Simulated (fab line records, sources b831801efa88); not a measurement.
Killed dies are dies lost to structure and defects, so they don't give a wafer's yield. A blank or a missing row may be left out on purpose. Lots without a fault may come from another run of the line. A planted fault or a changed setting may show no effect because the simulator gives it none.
One fault seen from 2 desks | flow sky130 | each desk has only its own numbers; what lay behind them comes last

THE METROLOGY DESK
What the gauges read, lot by lot, whatever tool the lot ran on: means of the sampled wafers that have a number. A lot is out of limits, marked OUT, if its mean lies more than 4 standard deviations from the usual mean; the brackets give that distance.
Columns: A = VT_ADJUST_PCH_TW at SKY_VT_ADJUST_PCH_TW_MEAS_10, usual 141.9; B = cd_nm at SKY_SONOS_ONO_CD_MEAS_13, usual 410.7 nm
lot  | first seen here | A               | B
L823 | day 10 10:50    | 141.0           | 412.5
L825 | day 10 23:04    | 141.6           | 409.9
L828 | day 12 01:58    | 141.1           | 409.6
L829 | day 12 12:26    | 141.2           | 411.7
L831 | day 13 13:02    | 141.9           | 409.3
L830 | day 13 14:41    | 141.7           | 408.1
L832 | day 13 14:44    | 141.9           | 409.2
L840 | day 15 23:17    | 113.6 (-38) OUT | 413.9
L842 | day 16 14:14    | 112.7 (-39) OUT | 412.5
L843 | day 16 17:02    | 141.7           | 409.3
L845 | day 17 13:08    | 141.7           | 409.4
L846 | day 17 17:42    | 142.7           | 408.6
This desk's finding: out of limits on L840, L842; first on L840, day 15 23:17 (VT_ADJUST_PCH_TW at SKY_VT_ADJUST_PCH_TW_MEAS_10). In limits: L823, L825, L828, L829, L831, L830, L832, L843, L845, L846.

THE TOOL OWNER'S DESK: implanter-03
The tool's own readings at SKY_VT_ADJUST_PCH_IMPLANT_08: means of the sampled wafers that have a number, for each lot that ran on this tool. A lot is out of limits, marked OUT, if its mean lies more than 4 standard deviations from the usual mean; the brackets give that distance.
Columns: A = dose_ions_cm2 at SKY_VT_ADJUST_PCH_IMPLANT_08, usual 5e+11; B = faraday_current_uA at SKY_VT_ADJUST_PCH_IMPLANT_08, usual 2.82
lot  | first seen here | A                       | B
L823 | day 10 10:26    | 5e+11                   | 2.83
L829 | day 12 12:11    | 5e+11                   | 2.77
L831 | day 13 12:47    | 5e+11                   | 2.78
L830 | day 13 14:26    | 5e+11                   | 2.83
L840 | day 15 23:03    | 2e+11 (-99 or more) OUT | 1.13 (-35) OUT
L842 | day 16 14:01    | 2e+11 (-99 or more) OUT | 1.11 (-36) OUT
This desk's finding: out of limits on L840, L842; first on L840, day 15 23:03 (dose_ions_cm2 at SKY_VT_ADJUST_PCH_IMPLANT_08). In limits: L823, L829, L831, L830.

PUT TOGETHER
The tool owner's desk could have raised an alarm at day 15 23:03, on L840, L842.
The metrology desk could have raised an alarm at day 15 23:17, on L840, L842.
Of the lots named, all ran SKY_VT_ADJUST_PCH_IMPLANT_08 on implanter-03.

WHAT THE SIMULATOR HAD PUT IN
Process parameter drift: implanter-03, from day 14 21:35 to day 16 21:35, at SKY_VT_ADJUST_PCH_IMPLANT_08. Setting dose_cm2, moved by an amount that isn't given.
Lots struck among those shown: L840, L842.
Hours from the fault's start to each desk's first reading out of limits: the tool owner's desk, 25; the metrology desk, 26.
